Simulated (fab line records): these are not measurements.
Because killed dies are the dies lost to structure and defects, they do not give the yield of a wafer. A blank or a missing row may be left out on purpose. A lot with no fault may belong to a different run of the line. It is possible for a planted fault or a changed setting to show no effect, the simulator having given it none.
Which of the tools did it? + flow gf180mcu + at 1 step of a route of 602, 6 lots with 18 wafers sampled

WHAT EACH GAUGE READ, for each wafer
GF_HV_LDD_TW_MEAS_38.
| lot  | measured     | on            | HV_LDD_3_TW    |
|------|--------------|---------------|----------------|
| L250 | day 14 11:08 | film metro-02 | 1416 1425 1411 |
| L254 | day 16 00:19 | film metro-04 | 1443 1446 1445 |
| L255 | day 17 00:44 | film metro-04 | 1443 1438 1444 |
| L257 | day 17 08:28 | film metro-03 | 1439 1435 1441 |
| L260 | day 18 04:34 | film metro-02 | 1422 1421 1420 |
| L263 | day 18 17:23 | film metro-03 | 1434 1431 1435 |

WHAT TOOL EACH LOT RAN ON (gives the tool, then ch and the chambers of the sampled wafers, and finally the start)
No process step before these readings appears in the record.

THE ANSWER, worked out from the rows above alone
Rule: the usual values come from the lots themselves. Put in order of their means at a reading, lots are off if they are a third of the lots or fewer, leave a main group of 4 or more, and stand apart from it by a gap of 3 or more times the standard deviation of the main group's means; of several such gaps the widest counts. Not used: any main group whose means are identical at the precision the tables above print for the reading. Also off: a lot with no number at a reading for which 4 or more lots have one. Any other lot the step has rows for is counted as sound.
Across all readings shown, no lot is off: no conclusion can be drawn from this.

WHAT WAS PUT IN BY THE SIMULATOR
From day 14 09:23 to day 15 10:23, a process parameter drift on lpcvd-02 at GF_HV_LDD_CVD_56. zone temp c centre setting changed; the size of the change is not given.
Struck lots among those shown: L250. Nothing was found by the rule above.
